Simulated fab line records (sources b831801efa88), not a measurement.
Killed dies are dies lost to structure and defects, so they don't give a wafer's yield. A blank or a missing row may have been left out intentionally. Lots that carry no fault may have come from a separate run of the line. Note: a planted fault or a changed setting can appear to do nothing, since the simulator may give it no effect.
fab line records	flow sky130
record: lots: 12	wafers: 36	last_day: 50
route steps=708 shown LI_CONTACT@385 LOCAL_INTERCONNECT@398 CONTACT@411 PAD_OPEN@708
lots that met no fault: taken from a fault-free run of the same line
start_h: hours from the record's opening day to when the first of the lot's shown wafers began	wait_h: hours from the lot's prior step to this one	" repeats the value in the row above	L1.1+2: several wafers, shown together as one row	- no value present, or no start provided	* or withheld: withheld	< > ~ a bound
route shown NAME@n: NAME is a module with steps in the file, n the number in the route of the first one	usual: the fault-free wafers' mean and standard deviation	same: alike in all rows	chamber/n: place in a boat	sites: readings site by site	_std_site: how widely they spread, as a standard deviation	_edge_site: mean of outer sites minus mean of inner sites	radius_mm: for every site, how far away it sits from the centre of the wafer	mask NAME#n: copy n	behind: the last tool/chamber to shape the wafer	hold: the reason the lot was held/the length of the hold in hours/how it ended	device: names the non-switching transistor (n, p or np)	end of line: tests of these same wafers at the route's end	for a step that has no rows: nothing shown but its recipe	killed: at the first sort, the dies lost to defects and structure; wafer yield is something else	map: shows each die of a wafer: x if killed, . if not, _ if none is there
set.NAME: the setting that was run; set.NAME@STEP: the one run at that earlier step	model.NAME: the simulator's own value behind a step, which no gauge read
a sample of lots followed through the steps of the route, with each step as a table and each wafer as a row
services: a tool's chamber out of use, with start hour (start_h, from the record's first day; less than 0 if before it), hours out, and reason
== steps ==
step: SKY_LI_CONTACT_THK_MEAS_23
recipe: thk_meas_gauge: xrf	reads: W_of_LI_CONTACT_CVD_21
usual: LI_CONTACT_W_THK: 406/5.5
lot.wafer	tool	chamber	start_h	wait_h	LI_CONTACT_W_THK[nm]
L858.2	film_metro-02	-	684.63	0.1	411
L858.3	"	-	"	"	414
L858.6	"	-	"	"	408
L862.1	film_metro-03	-	721.57	0.1	402
L862.2	"	-	"	"	404
L862.4	"	-	"	"	400
L863.1	film_metro-01	-	721.70	0.1	409
L863.2	"	-	"	"	404
L863.5	"	-	"	"	401
L861.1	film_metro-02	-	721.95	0.1	399
L861.2	"	-	"	"	396
L861.4	"	-	"	"	403
L864.1	film_metro-02	-	728.36	0.1	408
L864.3	"	-	"	"	405
L864.4	"	-	"	"	409
L866.2	film_metro-01	-	748.61	0.1	399
L866.5	"	-	"	"	400
L866.6	"	-	"	"	397
L868.4	film_metro-03	-	761.14	0.1	397
L868.5	"	-	"	"	405
L868.6	"	-	"	"	398
L867.1	film_metro-01	-	761.46	0.1	401
L867.4	"	-	"	"	403
L867.5	"	-	"	"	406
L872.2	film_metro-02	-	807.20	0.1	409
L872.3	"	-	"	"	406
L872.4	"	-	"	"	413
L874.4	film_metro-02	-	813.97	0.1	408
L874.5	"	-	"	"	408
L874.6	"	-	"	"	407
L879.4	film_metro-01	-	844.66	0.1	404
L879.5	"	-	"	"	403
L879.6	"	-	"	"	398
L880.1	film_metro-01	-	849.15	0.1	405
L880.3	"	-	"	"	400
L880.4	"	-	"	"	400
step: SKY_LOCAL_INTERCONNECT_CD_MEAS_11
recipe: target_cd_nm: 170
usual: cd_nm: 169.9/1.7
lot.wafer	tool	chamber	start_h	wait_h	cd_nm
L858.2	cd_sem-01	-	712.33	-	168.8
L858.3	"	-	"	"	168.6
L858.6	"	-	"	"	169.1
L862.1	cd_sem-02	-	749.96	-	169.9
L862.2	"	-	"	"	169.6
L862.4	"	-	"	"	170.6
L863.1	cd_sem-01	-	750.95	-	170.5
L863.2	"	-	"	"	170.5
L863.5	"	-	"	"	171.5
L861.1	cd_sem-02	-	750.96	-	167.8
L861.2	"	-	"	"	166.3
L861.4	"	-	"	"	168.0
L864.1	cd_sem-02	-	756.42	-	171.0
L864.3	"	-	"	"	173.8
L864.4	"	-	"	"	172.3
L866.2	cd_sem-01	-	776.32	-	170.2
L866.5	"	-	"	"	170.0
L866.6	"	-	"	"	169.2
L868.4	cd_sem-01	-	788.46	-	169.9
L868.5	"	-	"	"	170.8
L868.6	"	-	"	"	170.8
L867.1	cd_sem-01	-	789.42	-	170.5
L867.4	"	-	"	"	169.4
L867.5	"	-	"	"	169.1
L872.2	cd_sem-02	-	834.47	-	170.5
L872.3	"	-	"	"	170.4
L872.4	"	-	"	"	171.2
L874.4	cd_sem-02	-	840.81	-	166.7
L874.5	"	-	"	"	165.9
L874.6	"	-	"	"	166.3
L879.4	cd_sem-02	-	870.83	-	168.2
L879.5	"	-	"	"	168.4
L879.6	"	-	"	"	169.9
L880.1	cd_sem-02	-	876.30	-	171.3
L880.3	"	-	"	"	172.0
L880.4	"	-	"	"	171.1
step: SKY_CONTACT_BOW_MEAS_05
recipe: mode: bow
usual: CONTACT_BOW: 81/7.3
lot.wafer	tool	chamber	start_h	wait_h	CONTACT_BOW[um]
L858.2	film_metro-04	-	713.77	0.1	80
L858.3	"	-	"	"	78
L858.6	"	-	"	"	87
L862.1	film_metro-01	-	751.34	0.1	86
L862.2	"	-	"	"	87
L862.4	"	-	"	"	85
L863.1	film_metro-04	-	752.36	0.2	89
L863.2	"	-	"	"	74
L863.5	"	-	"	"	76
L861.1	film_metro-02	-	752.45	0.2	81
L861.2	"	-	"	"	89
L861.4	"	-	"	"	80
L864.1	film_metro-02	-	757.80	0.1	92
L864.3	"	-	"	"	95
L864.4	"	-	"	"	89
L866.2	film_metro-01	-	777.70	0.1	87
L866.5	"	-	"	"	91
L866.6	"	-	"	"	72
L868.4	film_metro-02	-	789.84	0.3	81
L868.5	"	-	"	"	77
L868.6	"	-	"	"	81
L867.1	film_metro-01	-	790.86	0.1	69
L867.4	"	-	"	"	79
L867.5	"	-	"	"	95
L872.2	film_metro-04	-	835.88	0.2	84
L872.3	"	-	"	"	80
L872.4	"	-	"	"	80
L874.4	film_metro-01	-	842.24	0.2	74
L874.5	"	-	"	"	86
L874.6	"	-	"	"	74
L879.4	film_metro-01	-	872.43	0.2	82
L879.5	"	-	"	"	88
L879.6	"	-	"	"	82
L880.1	film_metro-04	-	877.74	0.2	86
L880.3	"	-	"	"	68
L880.4	"	-	"	"	85
step: SKY_CONTACT_EXPOSE_11
recipe: mask_id: CTM1	na: 0.8	source_shape: annular	sigma_inner: 0.55	sigma_outer: 0.85	target_cd_nm: 170	dose_mj: 38
usual: exposure_dose_mJ_cm2: 37.95/0.039	reticle_temp_C: 23.01/0.11	stage_vel_mm_s: 499.98/0.3
same: na: 0.8
lot.wafer	tool	chamber	start_h	wait_h	mask	exposure_dose_mJ_cm2	reticle_temp_C	stage_vel_mm_s
L858.2	krf_scanner-02	0	727.84	-	CTM1#0	37.96	23.03	500.17
L858.3	"	0	"	"	CTM1#0	37.93	22.89	499.93
L858.6	"	0	"	"	CTM1#0	38.00	22.99	499.89
L862.1	krf_scanner-02	0	764.69	-	CTM1#0	38.03	23.16	500.09
L862.2	"	0	"	"	CTM1#0	38.02	23.03	500.05
L862.4	"	0	"	"	CTM1#0	38.02	22.94	500.24
L863.1	krf_scanner-01	0	765.79	-	CTM1#0	37.93	23.07	500.06
L863.2	"	0	"	"	CTM1#0	37.91	23.24	499.88
L863.5	"	0	"	"	CTM1#0	37.98	23.10	499.98
L861.1	krf_scanner-02	0	766.63	-	CTM1#0	37.88	22.90	500.23
L861.2	"	0	"	"	CTM1#0	37.93	23.00	499.68
L861.4	"	0	"	"	CTM1#0	37.84	23.08	499.82
L864.1	krf_scanner-01	0	771.17	-	CTM1#0	37.99	23.02	499.72
L864.3	"	0	"	"	CTM1#0	37.98	22.92	499.59
L864.4	"	0	"	"	CTM1#0	37.96	22.98	499.58
L866.2	krf_scanner-02	0	791.09	-	CTM1#0	37.97	23.01	500.11
L866.5	"	0	"	"	CTM1#0	37.96	22.95	499.66
L866.6	"	0	"	"	CTM1#0	37.93	22.94	500.23
L868.4	krf_scanner-01	0	803.80	-	CTM1#0	37.97	22.88	500.52
L868.5	"	0	"	"	CTM1#0	37.95	23.08	500.11
L868.6	"	0	"	"	CTM1#0	37.94	22.98	500.36
L867.1	krf_scanner-01	0	804.77	-	CTM1#0	37.95	23.01	499.65
L867.4	"	0	"	"	CTM1#0	37.97	22.89	499.89
L867.5	"	0	"	"	CTM1#0	37.91	22.94	499.98
L872.2	krf_scanner-01	0	848.64	-	CTM1#0	37.95	23.04	499.77
L872.3	"	0	"	"	CTM1#0	37.90	23.02	499.62
L872.4	"	0	"	"	CTM1#0	37.94	23.11	499.67
L874.4	krf_scanner-02	0	855.30	-	CTM1#0	37.90	22.99	500.28
L874.5	"	0	"	"	CTM1#0	37.87	23.03	500.03
L874.6	"	0	"	"	CTM1#0	37.93	23.21	500.13
L879.4	krf_scanner-02	0	885.43	-	CTM1#0	35.17	23.01	500.27
L879.5	"	0	"	"	CTM1#0	35.21	23.01	500.14
L879.6	"	0	"	"	CTM1#0	35.09	22.99	499.96
L880.1	krf_scanner-02	0	891.25	-	CTM1#0	35.15	23.07	499.77
L880.3	"	0	"	"	CTM1#0	35.11	22.84	499.57
L880.4	"	0	"	"	CTM1#0	35.14	23.04	499.71
step: SKY_CONTACT_CD_MEAS_14
recipe: target_cd_nm: 170
usual: cd_nm: 170.1/1.3
lot.wafer	tool	chamber	start_h	wait_h	hold	cd_nm
L858.2	cd_sem-01	-	741.54	-	-	168.1
L858.3	"	-	"	"	-	168.6
L858.6	"	-	"	"	-	169.7
L862.1	cd_sem-01	-	778.13	-	-	170.9
L862.2	"	-	"	"	-	170.3
L862.4	"	-	"	"	-	170.6
L863.1	cd_sem-01	-	779.34	-	-	167.4
L863.2	"	-	"	"	-	168.5
L863.5	"	-	"	"	-	167.9
L861.1	cd_sem-01	-	780.17	-	-	170.2
L861.2	"	-	"	"	-	170.4
L861.4	"	-	"	"	-	170.0
L864.1	cd_sem-02	-	783.79	-	-	171.2
L864.3	"	-	"	"	-	171.3
L864.4	"	-	"	"	-	172.5
L866.2	cd_sem-02	-	805.12	-	-	168.8
L866.5	"	-	"	"	-	169.4
L866.6	"	-	"	"	-	169.9
L868.4	cd_sem-02	-	817.66	-	-	168.5
L868.5	"	-	"	"	-	167.9
L868.6	"	-	"	"	-	167.9
L867.1	cd_sem-02	-	818.34	-	-	167.6
L867.4	"	-	"	"	-	168.9
L867.5	"	-	"	"	-	169.5
L872.2	cd_sem-02	-	861.09	-	-	170.7
L872.3	"	-	"	"	-	169.5
L872.4	"	-	"	"	-	171.3
L874.4	cd_sem-02	-	868.40	-	-	170.7
L874.5	"	-	"	"	-	170.8
L874.6	"	-	"	"	-	168.9
L879.4	cd_sem-02	-	897.45	-	await_dispo/0.2h/release	155.8
L879.5	"	-	"	"	await_dispo/0.2h/release	157.8
L879.6	"	-	"	"	await_dispo/0.2h/release	156.5
L879.4	cd_sem-02	-	897.74	0.3	-	155.9
L879.5	"	-	"	"	-	158.0
L879.6	"	-	"	"	-	156.7
L880.1	cd_sem-02	-	903.59	-	await_dispo/0.2h/release	155.4
L880.3	"	-	"	"	await_dispo/0.2h/release	157.3
L880.4	"	-	"	"	await_dispo/0.2h/release	156.8
L880.1	cd_sem-02	-	903.88	0.3	-	155.3
L880.3	"	-	"	"	-	157.4
L880.4	"	-	"	"	-	156.8
step: SKY_PAD_OPEN_PROBE_99
usual: killed_at_M0_to_M3: 43/7.7	killed_at_M4_up: 3.0/1.7	killed_at_contacts: 24/5.2	killed_at_front_end: 15/4.5	killed_at_other: 0.3/0.5	killed_dies: 85/9.5	killed_open: 47/6.6	killed_short: 38/6.6
same: gross_dies: 492	killed_at_back_side: 0
lot.wafer	tool	chamber	start_h	wait_h	killed_at_M0_to_M3	killed_at_M4_up	killed_at_contacts	killed_at_front_end	killed_at_other	killed_dies	killed_open	killed_short
L858.2	prober-02	-	1080.81	0.1	41	3	28	11	0	83	44	39
L858.3	prober-02	-	1080.86	0.2	47	3	23	14	0	87	58	29
L858.6	prober-02	-	1081.01	0.2	48	4	23	9	0	84	47	37
L862.1	prober-01	-	1109.87	0.1	46	2	12	11	0	71	43	28
L862.2	prober-01	-	1109.92	0.1	38	3	22	11	0	74	41	33
L862.4	prober-01	-	1110.02	0.2	36	5	17	12	0	70	37	33
L861.1	prober-02	-	1111.07	0.1	40	1	21	17	0	79	44	35
L861.2	prober-02	-	1111.12	0.1	47	3	21	9	0	80	46	34
L861.4	prober-02	-	1111.22	0.2	48	3	19	11	0	81	41	40
L863.1	prober-01	-	1111.39	0.1	35	0	19	21	0	75	39	36
L863.2	prober-01	-	1111.44	0.1	39	2	18	19	0	78	42	36
L863.5	prober-01	-	1111.59	0.2	40	2	36	13	0	91	50	41
L864.1	prober-02	-	1112.57	0.1	32	5	27	13	0	77	45	32
L864.3	prober-02	-	1112.67	0.2	48	4	24	16	0	92	47	45
L864.4	prober-02	-	1112.72	0.2	29	2	22	15	1	69	43	26
L866.2	prober-02	-	1128.30	0.1	40	3	16	15	1	75	46	29
L866.5	prober-02	-	1128.45	0.2	40	3	27	23	0	93	52	41
L866.6	prober-02	-	1128.50	0.2	45	2	19	13	0	79	52	27
L868.4	prober-01	-	1134.99	0.2	49	2	32	15	2	100	62	38
L868.5	prober-01	-	1135.04	0.2	58	4	32	11	1	106	63	43
L868.6	prober-01	-	1135.09	0.2	48	2	33	11	1	95	53	42
L867.1	prober-01	-	1135.14	0.1	36	3	24	10	0	73	34	39
L867.4	prober-01	-	1135.29	0.2	41	3	28	15	1	88	51	37
L867.5	prober-01	-	1135.34	0.2	37	2	29	19	0	87	50	37
L872.2	prober-01	-	1169.59	0.1	44	4	25	24	0	97	57	40
L872.3	prober-01	-	1169.64	0.2	59	3	19	11	0	92	52	40
L872.4	prober-01	-	1169.69	0.2	52	1	20	15	0	88	47	41
L874.4	prober-01	-	1175.28	0.2	44	4	30	15	0	93	49	44
L874.5	prober-01	-	1175.33	0.2	35	3	24	10	1	73	44	29
L874.6	prober-01	-	1175.38	0.2	46	1	27	17	0	91	50	41
L879.4	prober-01	-	1193.19	0.2	66	3	25	13	0	107	51	53
L879.5	prober-01	-	1193.24	0.2	50	7	25	5	1	88	50	38
L879.6	prober-01	-	1193.29	0.2	42	2	39	16	0	99	53	44
L880.1	prober-02	-	1194.54	0.1	51	4	21	13	0	89	52	37
L880.3	prober-02	-	1194.64	0.2	39	2	23	26	0	90	38	52
L880.4	prober-02	-	1194.69	0.2	46	3	22	20	1	92	52	37
killed by level:class
L858.2 CONTACT:geometric_particle:open=12 VIA3:geometric_particle:open=7 LOCAL_INTERCONNECT:geometric_particle:short=5 CONTACT:geometric_particle:short=5 METAL1:geometric_particle:short=5 METAL2:geometric_particle:short=5 VIA3:geometric_particle:short=5 LI_CONTACT:geometric_particle:open=4
L858.3 VIA3:geometric_particle:open=11 CONTACT:geometric_particle:open=10 VIA2:geometric_particle:open=8 VIA1:geometric_particle:open=7 LI_CONTACT:geometric_particle:open=6 FIELD_ISO:geometric_particle:open=5 CONTACT:geometric_particle:short=5 METAL2:geometric_particle:short=5
L858.6 VIA1:geometric_particle:open=11 VIA2:geometric_particle:open=8 METAL2:geometric_particle:short=7 VIA3:geometric_particle:open=7 LI_CONTACT:geometric_particle:open=6 LI_CONTACT:geometric_particle:short=5 CONTACT:geometric_particle:open=4 VIA2:geometric_particle:short=4
L862.1 VIA1:geometric_particle:open=11 VIA3:geometric_particle:open=9 FIELD_ISO:geometric_particle:open=6 METAL1:geometric_particle:short=5 VIA1:geometric_particle:short=5 LI_CONTACT:geometric_particle:open=4 LI_CONTACT:geometric_particle:short=3 CONTACT:geometric_particle:open=3
L862.2 VIA1:geometric_particle:open=10 LI_CONTACT:geometric_particle:open=7 CONTACT:geometric_particle:open=7 VIA1:geometric_particle:short=6 VIA2:geometric_particle:open=6 VIA3:geometric_particle:open=5 POLY_GATE:geometric_particle:short=4 LOCAL_INTERCONNECT:geometric_particle:short=4
L862.4 CONTACT:geometric_particle:open=9 VIA1:geometric_particle:short=7 VIA3:geometric_particle:open=7 VIA1:geometric_particle:open=5 METAL4:geometric_particle:short=5 FIELD_ISO:geometric_particle:open=4 LI_CONTACT:geometric_particle:open=3 POLY_GATE:geometric_particle:short=3
L861.1 VIA1:geometric_particle:open=12 CONTACT:geometric_particle:open=11 POLY_GATE:geometric_particle:short=8 METAL2:geometric_particle:short=6 VIA2:geometric_particle:open=6 POLY_GATE:geometric_particle:open=4 LI_CONTACT:geometric_particle:open=4 VIA1:geometric_particle:short=4
L861.2 CONTACT:geometric_particle:open=10 VIA1:geometric_particle:open=9 VIA2:geometric_particle:open=7 VIA3:geometric_particle:open=6 POLY_GATE:geometric_particle:open=4 CONTACT:geometric_particle:short=4 METAL1:geometric_particle:short=4 VIA1:geometric_particle:short=4
L861.4 VIA1:geometric_particle:open=13 CONTACT:geometric_particle:open=8 METAL1:geometric_particle:short=8 METAL2:geometric_particle:short=7 POLY_GATE:geometric_particle:open=5 VIA3:geometric_particle:short=5 CONTACT:geometric_particle:short=4 VIA3:geometric_particle:open=4
L863.1 VIA1:geometric_particle:open=10 POLY_GATE:geometric_particle:short=8 LI_CONTACT:geometric_particle:open=6 CONTACT:geometric_particle:short=6 FIELD_ISO:geometric_particle:short=4 CONTACT:geometric_particle:open=4 VIA2:geometric_particle:short=4 VIA2:geometric_particle:open=4
L863.2 VIA2:geometric_particle:open=7 FIELD_ISO:geometric_particle:open=6 CONTACT:geometric_particle:open=6 CONTACT:geometric_particle:short=6 VIA1:geometric_particle:open=6 METAL2:geometric_particle:short=6 VIA3:geometric_particle:open=6 SPACER:geometric_particle:open=4
L863.5 VIA1:geometric_particle:open=11 CONTACT:geometric_particle:open=10 CONTACT:geometric_particle:short=10 LI_CONTACT:geometric_particle:open=7 VIA2:geometric_particle:open=7 POLY_GATE:geometric_particle:open=6 LI_CONTACT:geometric_particle:short=6 VIA1:geometric_particle:short=5
L864.1 CONTACT:geometric_particle:open=10 VIA3:geometric_particle:open=7 CONTACT:geometric_particle:short=7 VIA1:geometric_particle:open=6 LI_CONTACT:geometric_particle:open=5 POLY_GATE:geometric_particle:open=4 METAL4:geometric_particle:short=4 METAL2:geometric_particle:short=4
L864.3 VIA1:geometric_particle:open=11 CONTACT:geometric_particle:open=8 VIA2:geometric_particle:open=6 CONTACT:geometric_particle:short=6 METAL1:geometric_particle:short=6 LI_CONTACT:geometric_particle:open=5 METAL3:geometric_particle:short=5 VIA1:geometric_particle:short=5
L864.4 CONTACT:geometric_particle:open=9 VIA1:geometric_particle:open=8 VIA3:geometric_particle:open=8 CONTACT:geometric_particle:short=5 FIELD_ISO:geometric_particle:short=4 LI_CONTACT:geometric_particle:open=4 SPACER:geometric_particle:open=3 METAL1:geometric_particle:short=3
L866.2 METAL1:geometric_particle:short=9 VIA1:geometric_particle:open=9 CONTACT:geometric_particle:open=7 VIA2:geometric_particle:open=5 FIELD_ISO:geometric_particle:open=4 CONTACT:geometric_particle:short=4 METAL1:geometric_particle:open=4 METAL2:geometric_particle:short=4
L866.5 VIA1:geometric_particle:open=11 CONTACT:geometric_particle:open=9 POLY_GATE:geometric_particle:short=8 LI_CONTACT:geometric_particle:open=8 METAL2:geometric_particle:short=7 VIA3:geometric_particle:open=7 POLY_GATE:geometric_particle:open=6 FIELD_ISO:geometric_particle:open=5
L866.6 VIA1:geometric_particle:open=15 CONTACT:geometric_particle:open=9 VIA3:geometric_particle:open=9 FIELD_ISO:geometric_particle:open=7 LI_CONTACT:geometric_particle:open=5 METAL1:geometric_particle:short=5 VIA1:geometric_particle:short=4 METAL2:geometric_particle:short=4
L868.4 VIA1:geometric_particle:open=15 CONTACT:geometric_particle:open=12 LI_CONTACT:geometric_particle:open=11 METAL1:geometric_particle:short=7 CONTACT:geometric_particle:short=6 VIA2:geometric_particle:open=6 VIA1:geometric_particle:short=5 POLY_GATE:geometric_particle:open=4
L868.5 VIA1:geometric_particle:open=17 CONTACT:geometric_particle:open=10 VIA2:geometric_particle:open=9 LOCAL_INTERCONNECT:geometric_particle:short=8 VIA3:geometric_particle:open=8 LI_CONTACT:geometric_particle:open=7 METAL2:geometric_particle:short=7 CONTACT:geometric_particle:short=4
L868.6 CONTACT:geometric_particle:open=13 LI_CONTACT:geometric_particle:open=10 VIA2:geometric_particle:open=9 VIA1:geometric_particle:open=6 METAL1:geometric_particle:short=6 VIA1:geometric_particle:short=6 CONTACT:geometric_particle:short=5 VIA3:geometric_particle:open=5
L867.1 VIA1:geometric_particle:open=9 LI_CONTACT:geometric_particle:open=5 LOCAL_INTERCONNECT:geometric_particle:short=5 CONTACT:geometric_particle:open=5 VIA2:geometric_particle:short=5 METAL1:geometric_particle:short=4 CONTACT:geometric_particle:short=4 VIA2:geometric_particle:open=4
L867.4 LI_CONTACT:geometric_particle:open=10 VIA1:geometric_particle:open=10 CONTACT:geometric_particle:open=8 VIA2:geometric_particle:open=6 FIELD_ISO:geometric_particle:short=5 LI_CONTACT:geometric_particle:short=5 METAL1:geometric_particle:short=4 CONTACT:geometric_particle:short=4
L867.5 LI_CONTACT:geometric_particle:open=11 VIA2:geometric_particle:open=10 CONTACT:geometric_particle:open=9 METAL2:geometric_particle:short=6 VIA1:geometric_particle:short=6 FIELD_ISO:geometric_particle:short=5 FIELD_ISO:geometric_particle:open=5 METAL1:geometric_particle:short=4
L872.2 VIA1:geometric_particle:open=10 LI_CONTACT:geometric_particle:open=10 CONTACT:geometric_particle:open=10 METAL3:geometric_particle:short=7 POLY_GATE:geometric_particle:short=6 VIA3:geometric_particle:open=6 VIA1:geometric_particle:short=5 FIELD_ISO:geometric_particle:open=4
L872.3 VIA1:geometric_particle:open=12 VIA3:geometric_particle:open=12 METAL2:geometric_particle:short=8 CONTACT:geometric_particle:open=8 METAL1:geometric_particle:short=6 VIA1:geometric_particle:short=5 LI_CONTACT:geometric_particle:open=5 POLY_GATE:geometric_particle:short=4
L872.4 VIA1:geometric_particle:open=8 METAL2:geometric_particle:short=8 CONTACT:geometric_particle:open=7 VIA3:geometric_particle:open=7 CONTACT:geometric_particle:short=6 VIA2:geometric_particle:open=6 POLY_GATE:geometric_particle:short=5 LI_CONTACT:geometric_particle:open=5
L874.4 CONTACT:geometric_particle:open=12 VIA1:geometric_particle:open=11 LI_CONTACT:geometric_particle:open=8 VIA1:geometric_particle:short=7 POLY_GATE:geometric_particle:short=5 METAL1:geometric_particle:short=5 METAL2:geometric_particle:short=5 VIA3:geometric_particle:open=5
L874.5 LI_CONTACT:geometric_particle:open=16 VIA1:geometric_particle:open=7 METAL1:geometric_particle:short=6 VIA2:geometric_particle:open=6 VIA2:geometric_particle:short=5 POLY_GATE:geometric_particle:open=4 CONTACT:geometric_particle:open=4 METAL3:geometric_particle:short=4
L874.6 LI_CONTACT:geometric_particle:open=10 VIA1:geometric_particle:open=10 CONTACT:geometric_particle:open=9 METAL2:geometric_particle:short=8 POLY_GATE:geometric_particle:open=6 VIA3:geometric_particle:open=5 VIA1:geometric_particle:short=4 VIA3:geometric_particle:short=4
L879.4 VIA1:geometric_particle:open=14 METAL2:geometric_particle:short=9 LI_CONTACT:geometric_particle:open=7 VIA2:geometric_particle:open=7 POLY_GATE:geometric_particle:short=6 VIA3:geometric_particle:open=6 METAL1:geometric_particle:short=6 VIA2:geometric_particle:short=6
L879.5 CONTACT:geometric_particle:open=11 VIA1:geometric_particle:open=9 VIA2:geometric_particle:open=8 VIA3:geometric_particle:open=7 METAL1:geometric_particle:short=5 LI_CONTACT:geometric_particle:open=5 VIA1:geometric_particle:short=5 METAL2:geometric_particle:short=5
L879.6 LI_CONTACT:geometric_particle:open=13 CONTACT:geometric_particle:open=10 VIA3:geometric_particle:open=9 LOCAL_INTERCONNECT:geometric_particle:short=7 VIA1:geometric_particle:open=7 METAL2:geometric_particle:short=7 CONTACT:geometric_particle:short=5 METAL1:geometric_particle:short=5
L880.1 VIA1:geometric_particle:open=14 LI_CONTACT:geometric_particle:open=8 VIA3:geometric_particle:open=7 METAL2:geometric_particle:short=6 CONTACT:geometric_particle:open=6 METAL1:geometric_particle:short=6 VIA1:geometric_particle:short=5 FIELD_ISO:geometric_particle:short=4
L880.3 METAL2:geometric_particle:short=9 METAL1:geometric_particle:short=8 FIELD_ISO:geometric_particle:short=7 CONTACT:geometric_particle:open=7 POLY_GATE:geometric_particle:open=6 VIA1:geometric_particle:short=5 VIA1:geometric_particle:open=5 LI_CONTACT:geometric_particle:short=4
L880.4 VIA1:geometric_particle:open=11 CONTACT:geometric_particle:open=9 VIA2:geometric_particle:open=8 POLY_GATE:geometric_particle:open=6 SPACER:geometric_particle:short=6 LI_CONTACT:geometric_particle:open=6 METAL1:geometric_particle:short=5 METAL2:geometric_particle:short=5
== services ==
tool	chamber	start_h	hours	kind
krf_scanner-02	-	718.19	0.3	repair
krf_scanner-01	-	719.83	4.4	pm
krf_scanner-02	-	731.57	1.0	pm
krf_scanner-01	-	789.89	1.9	repair
krf_scanner-01	-	795.25	1.0	pm
krf_scanner-02	-	799.50	0.3	repair
krf_scanner-02	-	838.29	1.3	pm
krf_scanner-02	-	847.96	3.6	pm
krf_scanner-01	-	857.25	1.3	pm
krf_scanner-01	-	860.85	0.8	pm
== key ==
first_sign: step: SKY_CONTACT_EXPOSE_11	reading: exposure_dose_mJ_cm2	direction: down	sigmas: 73	usual: *	struck: *
effect: step: SKY_CONTACT_CD_MEAS_14	reading: visit	direction: added
effect: step: SKY_CONTACT_CD_MEAS_14	reading: cd_nm	direction: down	sigmas: 10	usual: 170.1	struck: 156.6
met_at SKY_CONTACT_EXPOSE_11
struck_lots L879,L880
tester_left_out L879,L880
not_acting_at SKY_LI_CONTACT_THK_MEAS_23,SKY_LOCAL_INTERCONNECT_CD_MEAS_11,SKY_CONTACT_BOW_MEAS_05
onset_between 855.30 885.43
fault: kind: process_parameter_drift	tool: krf_scanner-02	chamber: -	onset_h: 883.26	steps: SKY_CONTACT_EXPOSE_11	channel: dose_mj	offset: -2.788	shape: step	acts_in: these_recipes_only	stated: 38
tester_left_out: of these lots the tester's yield and bins aren't shown, on N5 and GAA mostly nor the transistor test; their killed dies are dies lost to structure and defects alone, not to doping, threshold or leakage, so they don't give the yield
